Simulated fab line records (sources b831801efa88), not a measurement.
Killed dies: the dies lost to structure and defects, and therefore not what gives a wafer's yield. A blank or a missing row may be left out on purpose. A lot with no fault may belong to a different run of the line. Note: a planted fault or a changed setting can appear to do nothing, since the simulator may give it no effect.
8D (eight disciplines) problem report, filled in by code	flow sky130	the parts of the form that need people (team, actions taken, sign-off) are left out

== 1. WHAT WENT WRONG ==
doseIonsCm2 at SKY_LDD_LDN_IMPLANT_08 reads a mean of 1.1815e+13 on 6 wafers of 2 lots; wafers without a fault read 1.2501e+13 with a standard deviation of 1.4e+10. That is -49 standard deviations from the usual mean.
First seen on wafer L748.2, day 26 00:52, on implanter-01. At this step, 42 wafers from 14 lots have a number in the record. Rule for "out", or "out of limits": more than 4 standard deviations from the usual mean. All remaining wafers that have a number are taken as sound.

== 2. WHAT IT IS AND WHAT IT IS NOT ==
question	is	is not
which readings at this step	doseIonsCm2	rotationDeg
which lots	L748, L750	L739, L741, L742, L743, L745, L756, L757, L758, L759, L760, L761, L762
which wafers of those lots	all that have a number	-
read on which tools	implanter-01	implanter-03, implanter-04
when	from day 26 00:52	up to then (15 sound wafers); but 21 sound wafers of L756, L757, L758, L759, L760, L761, L762 came after

== 3. SUSPECTS, AND WHAT RULES EACH OUT ==
Counting: any tool at a process step up to the reading is kept as a suspect provided that every lot that is out went through it and no sound lot did after the first of them.
- implanter-01 at SKY_LDD_LDN_IMPLANT_08: kept. All lots that are out passed through it, beginning with L748 at day 26 00:52, and no sound lot followed; its final sound lot before that point was L745 at day 25 14:16. Its own readings are out on those wafers: doseIonsCm2.
Left after counting: implanter-01 at SKY_LDD_LDN_IMPLANT_08.

== 4. THE CAUSE (what the simulator had put in) ==
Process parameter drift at SKY_LDD_LDN_IMPLANT_08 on implanter-01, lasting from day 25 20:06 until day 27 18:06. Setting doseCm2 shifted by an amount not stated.
Only this tool survived the counting.

== 5. SEQUENCE OF EFFECTS, ordered by route ==
One row per reading whose mean, taken over the struck wafers that have a number, lies over 3 standard deviations from the usual. Readings are gone through only where the record gives a usual standard deviation; hours: the median, over the lots, of the time from a lot's start at the first step in this table giving one to that lot's start at this step; sigmas: the change measured in usual standard deviations.
hours	step	reading	usual	on struck wafers	change	sigmas
0	SKY_LDD_LDN_IMPLANT_08	doseIonsCm2	1.2501e+13	1.1815e+13	-6.8617e+11	-49
0	SKY_LDD_LDN_IMPLANT_08	faradayCurrentUA	70.7	66.1	-4.6	-3.6
Process steps it contains:
- SKY_LDD_LDN_IMPLANT_08
At these later measuring or inspecting steps, every struck wafer for which the step has a row has a number for every such reading, and none has moved that far: SKY_POLY_CUT_OVL_MEAS_09.

== 6. WHAT WOULD HAVE CAUGHT IT SOONER ==
5 hours passed between the start of the fault at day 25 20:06 and the first reading out of limits in this record, taken at day 26 00:52.
